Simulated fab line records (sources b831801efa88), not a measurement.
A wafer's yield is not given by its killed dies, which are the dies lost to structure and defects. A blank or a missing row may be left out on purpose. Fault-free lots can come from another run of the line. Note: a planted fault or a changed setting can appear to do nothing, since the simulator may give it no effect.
Which of the tools did it? || flow gf180mcu || 12 lots, 36 wafers sampled, at 5 steps of a route of 602

## WHAT EACH GAUGE READ, for each wafer
GF_M3_THK_MEAS_06: measures by xrf.
{"lot": "L601", "measured": "day 20 15:32", "on": "film_metro-01", "M3_ALCU_THK (nm)": "447 451 445"}
{"lot": "L604", "measured": "day 22 08:27", "on": "film_metro-04", "M3_ALCU_THK (nm)": "441 441 438"}
{"lot": "L606", "measured": "day 22 16:43", "on": "film_metro-01", "M3_ALCU_THK (nm)": "441 448 446"}
{"lot": "L607", "measured": "day 23 06:09", "on": "film_metro-04", "M3_ALCU_THK (nm)": "454 452 467"}
{"lot": "L609", "measured": "day 24 00:01", "on": "film_metro-04", "M3_ALCU_THK (nm)": "436 439 444"}
{"lot": "L610", "measured": "day 24 05:25", "on": "film_metro-01", "M3_ALCU_THK (nm)": "450 448 453"}
{"lot": "L612", "measured": "day 25 03:44", "on": "film_metro-03", "M3_ALCU_THK (nm)": "448 446 448"}
{"lot": "L618", "measured": "day 27 00:02", "on": "film_metro-04", "M3_ALCU_THK (nm)": "435 438 438"}
{"lot": "L619", "measured": "day 27 02:01", "on": "film_metro-04", "M3_ALCU_THK (nm)": "439 433 453"}
{"lot": "L621", "measured": "day 27 12:35", "on": "film_metro-01", "M3_ALCU_THK (nm)": "442 445 439"}
{"lot": "L622", "measured": "day 27 17:31", "on": "film_metro-01", "M3_ALCU_THK (nm)": "453 449 452"}
{"lot": "L623", "measured": "day 28 04:56", "on": "film_metro-01", "M3_ALCU_THK (nm)": "442 450 451"}

GF_V3_THK_MEAS_01.
{"lot": "L601", "measured": "day 21 16:05", "on": "film_metro-04", "V3_CVD_00_THK (nm)": "609 592 606"}
{"lot": "L604", "measured": "day 23 07:44", "on": "film_metro-02", "V3_CVD_00_THK (nm)": "591 596 598"}
{"lot": "L606", "measured": "day 24 02:02", "on": "film_metro-02", "V3_CVD_00_THK (nm)": "600 601 601"}
{"lot": "L607", "measured": "day 24 04:43", "on": "film_metro-04", "V3_CVD_00_THK (nm)": "601 601 602"}
{"lot": "L609", "measured": "day 24 21:48", "on": "film_metro-02", "V3_CVD_00_THK (nm)": "596 598 601"}
{"lot": "L610", "measured": "day 25 04:29", "on": "film_metro-02", "V3_CVD_00_THK (nm)": "592 595 600"}
{"lot": "L612", "measured": "day 26 01:47", "on": "film_metro-02", "V3_CVD_00_THK (nm)": "609 604 607"}
{"lot": "L618", "measured": "day 27 20:33", "on": "film_metro-01", "V3_CVD_00_THK (nm)": "603 603 606"}
{"lot": "L619", "measured": "day 27 23:06", "on": "film_metro-04", "V3_CVD_00_THK (nm)": "600 598 600"}
{"lot": "L621", "measured": "day 28 08:51", "on": "film_metro-01", "V3_CVD_00_THK (nm)": "508 508 509"}
{"lot": "L622", "measured": "day 28 13:52", "on": "film_metro-04", "V3_CVD_00_THK (nm)": "501 508 510"}
{"lot": "L623", "measured": "day 29 00:36", "on": "film_metro-01", "V3_CVD_00_THK (nm)": "607 607 599"}

## WHAT TOOL EACH LOT RAN ON (gives the tool, then ch and the chambers of the sampled wafers, and finally the start)
{"lot": "L601", "GF_V2_STRIP_18": "plasma_asher-02 ch 0,1, day 20 13:59", "GF_V2_SPUTTER_21": "pvd_sputter-01, day 20 14:29", "GF_V3_CVD_00": "hdpcvd-01 ch 0,1, day 21 15:59"}
{"lot": "L604", "GF_V2_STRIP_18": "plasma_asher-03 ch 0, day 22 06:52", "GF_V2_SPUTTER_21": "pvd_sputter-04, day 22 07:24", "GF_V3_CVD_00": "hdpcvd-01 ch 0,1,2, day 23 07:40"}
{"lot": "L606", "GF_V2_STRIP_18": "plasma_asher-01 ch 0,1, day 22 15:09", "GF_V2_SPUTTER_21": "pvd_sputter-02, day 22 15:41", "GF_V3_CVD_00": "hdpcvd-02 ch 0,1,2, day 24 01:57"}
{"lot": "L607", "GF_V2_STRIP_18": "plasma_asher-02 ch 0,1, day 23 04:35", "GF_V2_SPUTTER_21": "pvd_sputter-02, day 23 05:07", "GF_V3_CVD_00": "hdpcvd-02 ch 0,1,2, day 24 04:38"}
{"lot": "L609", "GF_V2_STRIP_18": "plasma_asher-03 ch 0,1, day 23 22:27", "GF_V2_SPUTTER_21": "pvd_sputter-01, day 23 22:57", "GF_V3_CVD_00": "hdpcvd-01 ch 0,1,2, day 24 21:44"}
{"lot": "L610", "GF_V2_STRIP_18": "plasma_asher-03 ch 0,1, day 24 02:35", "GF_V2_SPUTTER_21": "pvd_sputter-01, day 24 03:07", "GF_V3_CVD_00": "hdpcvd-02 ch 1,2, day 25 04:25"}
{"lot": "L612", "GF_V2_STRIP_18": "plasma_asher-03 ch 0,1, day 25 02:05", "GF_V2_SPUTTER_21": "pvd_sputter-01, day 25 02:42", "GF_V3_CVD_00": "hdpcvd-02 ch 0,1, day 26 01:42"}
{"lot": "L618", "GF_V2_STRIP_18": "plasma_asher-02 ch 0,1, day 26 22:08", "GF_V2_SPUTTER_21": "pvd_sputter-01, day 26 23:00", "GF_V3_CVD_00": "hdpcvd-01 ch 0,1, day 27 20:28"}
{"lot": "L619", "GF_V2_STRIP_18": "plasma_asher-01 ch 0,1, day 27 00:25", "GF_V2_SPUTTER_21": "pvd_sputter-02, day 27 00:58", "GF_V3_CVD_00": "hdpcvd-02 ch 1,2, day 27 23:01"}
{"lot": "L621", "GF_V2_STRIP_18": "plasma_asher-01 ch 0,1, day 27 11:01", "GF_V2_SPUTTER_21": "pvd_sputter-04, day 27 11:32", "GF_V3_CVD_00": "hdpcvd-02 ch 0,1,2, day 28 08:46"}
{"lot": "L622", "GF_V2_STRIP_18": "plasma_asher-02 ch 0,1, day 27 15:57", "GF_V2_SPUTTER_21": "pvd_sputter-04, day 27 16:29", "GF_V3_CVD_00": "hdpcvd-02 ch 0,2, day 28 13:47"}
{"lot": "L623", "GF_V2_STRIP_18": "plasma_asher-01 ch 0,1, day 28 03:21", "GF_V2_SPUTTER_21": "pvd_sputter-04, day 28 03:55", "GF_V3_CVD_00": "hdpcvd-01 ch 0,1,2, day 29 00:32"}
- GF_V2_STRIP_18: strips in O2/N2.
- GF_V2_SPUTTER_21: material Ti, target thk 15 nm, time 80.02 s.
- GF_V3_CVD_00: deposits SiO2, target thk 600 nm, time 100 s.

## WHAT THE TOOLS THEMSELVES READ (means of the sampled wafers that have a number; where no wafer has one, the mark that the record gives instead)
GF_V2_STRIP_18.
{"lot": "L601", "tool": "plasma_asher-02", "chamber_pressure_mTorr (mTorr)": 1499.1, "drypump_motor_current_A (A)": 5.7, "heater_power_w (W)": 346, "oes_product_au (a.u.)": 0.592}
{"lot": "L604", "tool": "plasma_asher-03", "chamber_pressure_mTorr (mTorr)": 1499.2, "drypump_motor_current_A (A)": 6.0, "heater_power_w (W)": 320, "oes_product_au (a.u.)": 0.595}
{"lot": "L606", "tool": "plasma_asher-01", "chamber_pressure_mTorr (mTorr)": 1499.6, "drypump_motor_current_A (A)": 6.1, "heater_power_w (W)": 312, "oes_product_au (a.u.)": 0.595}
{"lot": "L607", "tool": "plasma_asher-02", "chamber_pressure_mTorr (mTorr)": 1499.5, "drypump_motor_current_A (A)": 5.7, "heater_power_w (W)": 344, "oes_product_au (a.u.)": 0.589}
{"lot": "L609", "tool": "plasma_asher-03", "chamber_pressure_mTorr (mTorr)": 1500.8, "drypump_motor_current_A (A)": 5.9, "heater_power_w (W)": 297, "oes_product_au (a.u.)": 0.594}
{"lot": "L610", "tool": "plasma_asher-03", "chamber_pressure_mTorr (mTorr)": 1498.5, "drypump_motor_current_A (A)": 5.9, "heater_power_w (W)": 300, "oes_product_au (a.u.)": 0.591}
{"lot": "L612", "tool": "plasma_asher-03", "chamber_pressure_mTorr (mTorr)": 1500.7, "drypump_motor_current_A (A)": 6.0, "heater_power_w (W)": 309, "oes_product_au (a.u.)": 0.597}
{"lot": "L618", "tool": "plasma_asher-02", "chamber_pressure_mTorr (mTorr)": 1499.3, "drypump_motor_current_A (A)": 5.6, "heater_power_w (W)": 367, "oes_product_au (a.u.)": 0.599}
{"lot": "L619", "tool": "plasma_asher-01", "chamber_pressure_mTorr (mTorr)": 1500.4, "drypump_motor_current_A (A)": 6.1, "heater_power_w (W)": 311, "oes_product_au (a.u.)": 0.598}
{"lot": "L621", "tool": "plasma_asher-01", "chamber_pressure_mTorr (mTorr)": 1499.7, "drypump_motor_current_A (A)": 6.4, "heater_power_w (W)": 332, "oes_product_au (a.u.)": 0.592}
{"lot": "L622", "tool": "plasma_asher-02", "chamber_pressure_mTorr (mTorr)": 1500.0, "drypump_motor_current_A (A)": 5.5, "heater_power_w (W)": 359, "oes_product_au (a.u.)": 0.590}
{"lot": "L623", "tool": "plasma_asher-01", "chamber_pressure_mTorr (mTorr)": 1500.6, "drypump_motor_current_A (A)": 6.4, "heater_power_w (W)": 330, "oes_product_au (a.u.)": 0.598}

GF_V2_SPUTTER_21.
{"lot": "L601", "tool": "pvd_sputter-01", "throttle_valve_pct (%)": 30.2}
{"lot": "L604", "tool": "pvd_sputter-04", "throttle_valve_pct (%)": 31.3}
{"lot": "L606", "tool": "pvd_sputter-02", "throttle_valve_pct (%)": 30.4}
{"lot": "L607", "tool": "pvd_sputter-02", "throttle_valve_pct (%)": 30.2}
{"lot": "L609", "tool": "pvd_sputter-01", "throttle_valve_pct (%)": 30.0}
{"lot": "L610", "tool": "pvd_sputter-01", "throttle_valve_pct (%)": 30.3}
{"lot": "L612", "tool": "pvd_sputter-01", "throttle_valve_pct (%)": 30.2}
{"lot": "L618", "tool": "pvd_sputter-01", "throttle_valve_pct (%)": 29.9}
{"lot": "L619", "tool": "pvd_sputter-02", "throttle_valve_pct (%)": 31.0}
{"lot": "L621", "tool": "pvd_sputter-04", "throttle_valve_pct (%)": 30.0}
{"lot": "L622", "tool": "pvd_sputter-04", "throttle_valve_pct (%)": 30.3}
{"lot": "L623", "tool": "pvd_sputter-04", "throttle_valve_pct (%)": 30.0}

GF_V3_CVD_00.
{"lot": "L601", "tool": "hdpcvd-01", "sih4_flow_sccm (sccm)": 59.93}
{"lot": "L604", "tool": "hdpcvd-01", "sih4_flow_sccm (sccm)": 60.04}
{"lot": "L606", "tool": "hdpcvd-02", "sih4_flow_sccm (sccm)": 60.02}
{"lot": "L607", "tool": "hdpcvd-02", "sih4_flow_sccm (sccm)": 59.94}
{"lot": "L609", "tool": "hdpcvd-01", "sih4_flow_sccm (sccm)": 59.95}
{"lot": "L610", "tool": "hdpcvd-02", "sih4_flow_sccm (sccm)": 59.93}
{"lot": "L612", "tool": "hdpcvd-02", "sih4_flow_sccm (sccm)": 60.08}
{"lot": "L618", "tool": "hdpcvd-01", "sih4_flow_sccm (sccm)": 60.18}
{"lot": "L619", "tool": "hdpcvd-02", "sih4_flow_sccm (sccm)": 60.10}
{"lot": "L621", "tool": "hdpcvd-02", "sih4_flow_sccm (sccm)": 51.04}
{"lot": "L622", "tool": "hdpcvd-02", "sih4_flow_sccm (sccm)": 50.85}
{"lot": "L623", "tool": "hdpcvd-01", "sih4_flow_sccm (sccm)": 59.95}

## THE ANSWER, worked out from the rows above alone
Rule: usual is defined by the lots themselves. Put in order of their means at a reading, lots are off if they are a third of the lots or fewer, leave a main group of 4 or more, and stand apart from it by a gap of 3 or more times the standard deviation of the main group's means; of several such gaps the widest counts. Not used: any main group whose means are identical at the precision the tables above print for the reading. Also off: a lot with no number at a reading for which 4 or more lots have one. Where the step has rows for the other lots, those lots are counted as sound. First the gauges in route order, then the tools' own readings, where a lot's mean is used as printed above. The first step at which some lot is off is used, and at that step the reading that is off furthest; a lot without a number counts as furthest.
Off: L621, L622, at GF_V3_THK_MEAS_01 (V3_CVD_00_THK). The main group: mean 601 nm, standard deviation 3.6.
A tool fits if, at a process step before that reading, it ran every lot that is off, and no sound lot after the first of them. The gauges at GF_V3_THK_MEAS_01 aren't tried: what is off there is off at GF_V3_CVD_00 too, on other tools, and a gauge's error can't cause that. One fits: GF_V3_CVD_00 on hdpcvd-02. A fault onset in the window from L619 (day 27 23:01, its last sound lot) to L621 (day 28 08:46, its first lot off) fits.
The tool's own readings at GF_V3_CVD_00 bear it out: on the lots that are off they differ by more than 5 times the standard deviation of the sound lots' means. sih4_flow_sccm reads 50.95 sccm there against 60.01 sccm on the sound lots.

## WHAT THE SIMULATOR PUT IN
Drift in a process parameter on hdpcvd-02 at GF_V3_CVD_00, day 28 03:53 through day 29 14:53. The setting sih4_flow_sccm was moved by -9, starting from 60. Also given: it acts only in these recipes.
Lots struck among those shown: L621, L622. This agrees with what the rule above found.
